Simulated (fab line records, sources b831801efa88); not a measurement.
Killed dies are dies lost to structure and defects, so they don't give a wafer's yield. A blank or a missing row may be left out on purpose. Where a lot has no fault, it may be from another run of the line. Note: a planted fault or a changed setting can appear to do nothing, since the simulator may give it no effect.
fab line records	flow gf180mcu
record: lots: 12	wafers: 36	lastDay: 34
route steps=602 shown HV_LDD@226 PSD@261 NSD@262 CONTACT@291
lots that met no fault: from a run of the same line without faults
startH: hours from the record's opening day to when the first of the lot's shown wafers began	waitH: hours elapsed since this lot's preceding step	" as in the row above	L1.1+2: a row that stands for several wafers	- no value, or no start was given	* or withheld: withheld	< > ~ a bound
route shown NAME@n: NAME is a module with steps in the file, n the number in the route of the first one	usual: mean/standard deviation of fault-free wafers	same: alike in all rows	chamber/n: place in a boat	sites: the reading at each site	_std_site: their standard deviation	_edge_site: the outer-site mean with the inner-site mean subtracted	radiusMm: for every site, how far away it sits from the centre of the wafer	mask NAME#n: copy n	behind: the last tool/chamber to shape the wafer	hold: reason for holding the lot/hours on hold/outcome of the hold	device: which transistor (n, p or np) failed to switch	end of line: the tests these same wafers got at the end of their route	for a step that has no rows: nothing shown but its recipe	killed: dies that structure and defects cost at the first sort, which is not the same as the wafer's yield	map: a wafer's dies, x killed, . not, _ none there
set.NAME: the setting that was run; set.NAME@STEP: the one run at that earlier step	model.NAME: the simulator's own value behind a step, which no gauge read
the route's steps for a sample of lots (tables are steps, rows are wafers)
services: a tool's chamber out of use, with start hour (startH, from the record's first day; less than 0 if before it), hours out, and reason
== steps ==
step: GF_HV_LDD_TW_MEAS_50
usual: HV_LDD_4_TW: 565.4/2.5
lot.wafer	tool	chamber	startH	waitH	HV_LDD_4_TW
L439.1	filmMetro-02	-	272.67	0.1	566.2
L439.2	"	-	"	"	564.0
L439.6	"	-	"	"	568.6
L441.2	filmMetro-02	-	290.64	0.1	566.5
L441.3	"	-	"	"	563.2
L441.5	"	-	"	"	564.8
L442.2	filmMetro-04	-	296.39	0.1	562.4
L442.3	"	-	"	"	563.4
L442.6	"	-	"	"	561.9
L443.2	filmMetro-01	-	302.14	0.1	565.0
L443.3	"	-	"	"	565.9
L443.4	"	-	"	"	563.6
L445.1	filmMetro-02	-	320.72	0.1	564.4
L445.2	"	-	"	"	564.3
L445.4	"	-	"	"	565.4
L447.2	filmMetro-04	-	332.13	0.1	567.1
L447.3	"	-	"	"	563.9
L447.5	"	-	"	"	565.5
L448.1	filmMetro-04	-	347.83	0.1	567.6
L448.2	"	-	"	"	565.7
L448.3	"	-	"	"	568.6
L449.1	filmMetro-02	-	355.35	0.1	569.3
L449.4	"	-	"	"	570.3
L449.6	"	-	"	"	567.1
L456.2	filmMetro-02	-	423.23	0.1	568.3
L456.3	"	-	"	"	569.1
L456.4	"	-	"	"	567.1
L457.2	filmMetro-02	-	424.13	0.1	568.3
L457.3	"	-	"	"	567.9
L457.6	"	-	"	"	566.8
L460.2	filmMetro-04	-	452.51	0.1	565.8
L460.4	"	-	"	"	565.9
L460.6	"	-	"	"	565.4
L459.1	filmMetro-02	-	452.97	0.1	563.1
L459.2	"	-	"	"	565.0
L459.3	"	-	"	"	564.7
step: GF_PSD_RTA_13
recipe: tempC: 1025	timeS: 20	ambient: N2
usual: lampPowerPct: 38.0/0.84	runLengthS: 49.1/0.5	wafer_temp_C_max: 1030.0/1
lot.wafer	tool	chamber	startH	waitH	lampPowerPct	runLengthS	wafer_temp_C_max
L439.1	rtpAnneal-01	0	315.64	0.0	37.4	49.2	1028.4
L439.2	"	0	"	"	37.5	49.1	1029.8
L439.6	"	0	"	"	37.5	49.1	1029.9
L441.2	rtpAnneal-01	0	333.46	0.0	37.4	49.1	1030.9
L441.3	"	0	"	"	37.5	49.2	1029.2
L441.5	"	0	"	"	37.5	49.3	1029.4
L442.2	rtpAnneal-01	0	339.31	0.0	37.4	49.1	1027.0
L442.3	"	0	"	"	37.4	48.9	1029.1
L442.6	"	0	"	"	37.5	49.0	1029.2
L443.2	rtpAnneal-01	0	346.87	0.0	37.4	49.1	1032.5
L443.3	"	0	"	"	37.4	49.4	1030.7
L443.4	"	0	"	"	37.4	49.2	1031.2
L445.1	rtpAnneal-01	0	366.71	0.0	37.4	49.3	1030.8
L445.2	"	0	"	"	37.5	49.1	1028.9
L445.4	"	0	"	"	37.5	48.9	1029.2
L447.2	rtpAnneal-01	0	378.77	0.0	37.4	48.9	1029.8
L447.3	"	0	"	"	37.4	62.8	1029.5
L447.5	"	0	"	"	37.5	48.9	1029.8
L448.1	rtpAnneal-01	0	395.46	0.0	37.5	49.5	1030.6
L448.2	"	0	"	"	37.4	49.1	1029.8
L448.3	"	0	"	"	37.5	62.7	1029.5
L449.1	rtpAnneal-01	0	407.06	0.0	37.4	49.1	1029.3
L449.4	"	0	"	"	37.4	62.6	1030.5
L449.6	"	0	"	"	37.5	49.5	1030.4
L456.2	rtpAnneal-01	0	475.37	0.0	37.4	49.4	1030.2
L456.3	"	0	"	"	37.4	48.9	1030.4
L456.4	"	0	"	"	37.4	49.0	1029.1
L457.2	rtpAnneal-01	0	480.41	0.0	37.4	48.9	1033.7
L457.3	"	0	"	"	37.4	49.2	1029.6
L457.6	"	0	"	"	37.5	49.0	1029.5
L460.2	rtpAnneal-02	0	504.12	0.0	39.2	48.7	1029.6
L460.4	"	0	"	"	39.3	48.8	1032.1
L460.6	"	0	"	"	39.2	49.2	1029.1
L459.1	rtpAnneal-01	0	504.28	0.0	37.4	48.9	1031.4
L459.2	"	0	"	"	37.5	49.2	1029.8
L459.3	"	0	"	"	37.4	49.0	1029.5
step: GF_PSD_RS_MEAS_14
recipe: thkMeasGauge: four-point-probe
usual: NSD_RS: 46.19/0.096
lot.wafer	tool	chamber	startH	waitH	hold	NSD_RS[ohm/sq]
L439.1	filmMetro-03	-	315.73	0.1	-	46.04
L439.2	"	-	"	"	-	46.18
L439.6	"	-	"	"	-	46.01
L441.2	filmMetro-04	-	333.55	0.1	-	46.20
L441.3	"	-	"	"	-	46.12
L441.5	"	-	"	"	-	46.06
L442.2	filmMetro-03	-	339.40	0.1	-	46.27
L442.3	"	-	"	"	-	46.29
L442.6	"	-	"	"	-	46.23
L443.2	filmMetro-04	-	346.96	0.1	-	46.14
L443.3	"	-	"	"	-	46.10
L443.4	"	-	"	"	-	46.03
L445.1	filmMetro-03	-	366.79	0.1	-	46.19
L445.2	"	-	"	"	-	46.30
L445.4	"	-	"	"	-	46.19
L447.2	filmMetro-03	-	378.86	0.1	awaitDispo/0.2h/release	46.15
L447.3	"	-	"	"	awaitDispo/0.2h/release	43.37
L447.5	"	-	"	"	awaitDispo/0.2h/release	46.04
L447.2	filmMetro-03	-	379.15	0.3	-	46.24
L447.3	"	-	"	"	-	43.38
L447.5	"	-	"	"	-	46.09
L448.1	filmMetro-03	-	395.54	0.1	awaitDispo/0.2h/release	46.26
L448.2	"	-	"	"	awaitDispo/0.2h/release	46.13
L448.3	"	-	"	"	awaitDispo/0.2h/release	43.54
L448.1	filmMetro-03	-	395.83	0.3	-	46.15
L448.2	"	-	"	"	-	46.05
L448.3	"	-	"	"	-	43.54
L449.1	filmMetro-01	-	407.15	0.1	awaitDispo/0.2h/release	46.23
L449.4	"	-	"	"	awaitDispo/0.2h/release	43.52
L449.6	"	-	"	"	awaitDispo/0.2h/release	46.24
L449.1	filmMetro-01	-	407.43	0.3	-	46.20
L449.4	"	-	"	"	-	43.36
L449.6	"	-	"	"	-	46.22
L456.2	filmMetro-04	-	475.46	0.1	-	46.08
L456.3	"	-	"	"	-	46.04
L456.4	"	-	"	"	-	46.17
L457.2	filmMetro-03	-	480.50	0.1	-	46.12
L457.3	"	-	"	"	-	46.29
L457.6	"	-	"	"	-	46.24
L460.2	filmMetro-01	-	504.21	0.1	-	46.20
L460.4	"	-	"	"	-	46.17
L460.6	"	-	"	"	-	46.19
L459.1	filmMetro-04	-	504.36	0.1	-	46.16
L459.2	"	-	"	"	-	46.37
L459.3	"	-	"	"	-	46.06
step: GF_PSD_RS_MEAS_15
recipe: thkMeasGauge: four-point-probe
usual: PSD_RS: 108.7/0.32
lot.wafer	tool	chamber	startH	waitH	hold	PSD_RS[ohm/sq]
L439.1	filmMetro-03	-	315.85	0.1	-	108.8
L439.2	"	-	"	"	-	108.6
L439.6	"	-	"	"	-	108.5
L441.2	filmMetro-04	-	333.67	0.1	-	108.4
L441.3	"	-	"	"	-	108.4
L441.5	"	-	"	"	-	108.2
L442.2	filmMetro-03	-	339.52	0.1	-	109.0
L442.3	"	-	"	"	-	108.9
L442.6	"	-	"	"	-	108.7
L443.2	filmMetro-04	-	347.08	0.1	-	108.8
L443.3	"	-	"	"	-	108.5
L443.4	"	-	"	"	-	108.3
L445.1	filmMetro-03	-	366.91	0.1	-	109.0
L445.2	"	-	"	"	-	108.7
L445.4	"	-	"	"	-	109.0
L447.2	filmMetro-03	-	383.04	3.9	awaitDispo/0.2h/release	108.6
L447.3	"	-	"	"	awaitDispo/0.2h/release	103.0
L447.5	"	-	"	"	awaitDispo/0.2h/release	108.5
L447.2	filmMetro-03	-	383.35	0.3	-	108.7
L447.3	"	-	"	"	-	103.1
L447.5	"	-	"	"	-	108.1
L448.1	filmMetro-03	-	397.75	1.9	awaitDispo/0.2h/release	108.7
L448.2	"	-	"	"	awaitDispo/0.2h/release	108.8
L448.3	"	-	"	"	awaitDispo/0.2h/release	103.5
L448.1	filmMetro-03	-	398.19	0.4	-	108.5
L448.2	"	-	"	"	-	108.8
L448.3	"	-	"	"	-	103.5
L449.1	filmMetro-01	-	409.84	2.4	awaitDispo/0.2h/release	108.6
L449.4	"	-	"	"	awaitDispo/0.2h/release	102.9
L449.6	"	-	"	"	awaitDispo/0.2h/release	108.9
L449.1	filmMetro-01	-	410.13	0.3	-	108.8
L449.4	"	-	"	"	-	102.9
L449.6	"	-	"	"	-	109.0
L456.2	filmMetro-04	-	475.58	0.1	-	108.1
L456.3	"	-	"	"	-	108.4
L456.4	"	-	"	"	-	108.3
L457.2	filmMetro-03	-	480.62	0.1	-	108.7
L457.3	"	-	"	"	-	108.6
L457.6	"	-	"	"	-	108.8
L460.2	filmMetro-01	-	504.33	0.1	-	108.5
L460.4	"	-	"	"	-	108.8
L460.6	"	-	"	"	-	108.9
L459.1	filmMetro-04	-	504.48	0.1	-	108.4
L459.2	"	-	"	"	-	108.7
L459.3	"	-	"	"	-	108.3
step: GF_CONTACT_CMP_04
recipe: material: SiO2	downForcePsi: 4	platenRpm: 60	padVelocityMS: 0.94248
usual: motorCurrentA: 11.1/0.71	timeToEndpointS: 111/4.9
lot.wafer	tool	chamber	startH	waitH	motorCurrentA	timeToEndpointS
L439.2	cmp-01	2	337.43	0.0	12.0	116
L439.1	"	0	"	"	10.1	110
L439.6	"	3	"	"	11.6	119
L441.2	cmp-02	2	355.43	0.1	11.8	105
L441.3	"	0	"	"	11.0	106
L441.5	"	2	"	"	11.2	116
L442.3	cmp-02	3	361.95	0.0	10.3	105
L442.2	"	0	"	"	10.0	108
L442.6	"	0	"	"	10.6	111
L443.4	cmp-01	0	369.93	0.0	10.6	119
L443.2	"	1	"	"	11.6	117
L443.3	"	3	"	"	11.2	114
L445.4	cmp-01	1	390.43	0.1	11.8	121
L445.2	"	2	"	"	12.1	114
L445.1	"	3	"	"	11.3	111
L447.3	cmp-01	2	402.10	0.2	11.8	107
L447.2	"	3	"	"	11.6	107
L447.5	"	1	"	"	10.8	117
L448.1	cmp-01	3	420.27	0.1	10.9	110
L448.3	"	0	"	"	10.4	116
L448.2	"	1	"	"	11.4	119
L449.1	cmp-01	2	432.40	0.1	12.0	111
L449.4	"	0	"	"	10.5	112
L449.6	"	3	"	"	11.4	118
L456.3	cmp-01	3	500.33	0.0	11.2	102
L456.2	"	1	"	"	11.4	112
L456.4	"	2	"	"	11.4	110
L457.3	cmp-01	0	505.90	0.0	10.2	107
L457.2	"	1	"	"	11.3	108
L457.6	"	1	"	"	11.0	113
L460.2	cmp-02	1	528.54	0.1	11.5	113
L460.4	"	3	"	"	9.9	112
L460.6	"	0	"	"	10.4	110
L459.3	cmp-02	2	529.23	0.0	11.4	112
L459.1	"	3	"	"	10.3	107
L459.2	"	1	"	"	11.4	107
step: GF_CONTACT_CD_MEAS_14
recipe: targetCdNm: 220
usual: cdNm: 219.9/1.3
lot.wafer	tool	chamber	startH	waitH	cdNm
L439.1	cdSem-01	-	359.38	0.1	221.7
L439.2	"	-	"	"	221.6
L439.6	"	-	"	"	221.3
L441.2	cdSem-02	-	377.22	0.1	219.8
L441.3	"	-	"	"	220.3
L441.5	"	-	"	"	219.7
L442.2	cdSem-01	-	384.08	0.1	221.6
L442.3	"	-	"	"	219.2
L442.6	"	-	"	"	220.3
L443.2	cdSem-02	-	393.17	0.1	219.4
L443.3	"	-	"	"	219.0
L443.4	"	-	"	"	218.2
L445.1	cdSem-01	-	413.45	0.1	218.1
L445.2	"	-	"	"	220.1
L445.4	"	-	"	"	221.4
L447.2	cdSem-01	-	425.98	0.1	218.6
L447.3	"	-	"	"	217.1
L447.5	"	-	"	"	219.2
L448.1	cdSem-02	-	445.20	0.1	218.4
L448.2	"	-	"	"	218.0
L448.3	"	-	"	"	217.5
L449.1	cdSem-01	-	456.70	0.1	220.1
L449.4	"	-	"	"	221.2
L449.6	"	-	"	"	222.2
L456.2	cdSem-02	-	524.37	0.1	221.4
L456.3	"	-	"	"	219.0
L456.4	"	-	"	"	220.4
L457.2	cdSem-02	-	528.87	0.1	222.4
L457.3	"	-	"	"	220.9
L457.6	"	-	"	"	221.4
L460.2	cdSem-02	-	551.21	0.1	221.4
L460.4	"	-	"	"	220.0
L460.6	"	-	"	"	221.9
L459.1	cdSem-01	-	551.96	0.1	220.8
L459.2	"	-	"	"	219.1
L459.3	"	-	"	"	220.6
== services ==
tool	chamber	startH	hours	kind
cmp-02	-	313.28	0.5	repair
cmp-02	-	357.92	0.3	repair
cmp-02	-	380.55	6.6	repair
cmp-01	-	404.06	4.0	pm
cmp-01	-	408.06	-	consumableReplace:conditioner
cmp-01	-	408.06	-	consumableReplace:pad
cmp-01	-	410.49	9.4	repair
cmp-01	-	418.36	1.8	repair
cmp-02	-	420.12	4.7	pm
cmp-01	-	444.13	6.1	repair
cmp-01	-	459.42	2.5	repair
cmp-02	-	463.80	11.2	repair
cmp-01	-	481.08	0.6	repair
cmp-02	-	502.43	1.3	repair
cmp-01	-	519.13	3.9	repair
cmp-02	-	523.42	2.5	repair
== key ==
firstSign: step: GF_PSD_RTA_13	reading: runLengthS	direction: up	sigmas: 27	usual: *	struck: *
effect: step: GF_PSD_RS_MEAS_14	reading: visit	direction: added
effect: step: GF_PSD_RS_MEAS_14	reading: NSD_RS	direction: down	sigmas: 28	usual: 46.19	struck: 43.48
effect: step: GF_PSD_RS_MEAS_15	reading: visit	direction: added
effect: step: GF_PSD_RS_MEAS_15	reading: PSD_RS	direction: down	sigmas: 17	usual: 108.7	struck: 103.1
metAt GF_PSD_RTA_13
struckLots L447,L448,L449
struckWafers L447.3,L448.3,L449.4
testerLeftOut L447,L448,L449
notActingAt GF_HV_LDD_TW_MEAS_50,GF_CONTACT_CMP_04,GF_CONTACT_CD_MEAS_14
onsetBetween 366.71 378.77
fault: kind: processParameterDrift	tool: rtpAnneal-01	chamber: -	onsetH: 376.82	steps: GF_PSD_RTA_13	channel: timeS	offset: *	shape: step	endH: 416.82	scope: struckWafersOnly	actsIn: *	stated: *
testerLeftOut: of these lots the tester's yield and bins aren't shown, on N5 and GAA mostly nor the transistor test; their killed dies are dies lost to structure and defects alone, not to doping, threshold or leakage, so they don't give the yield
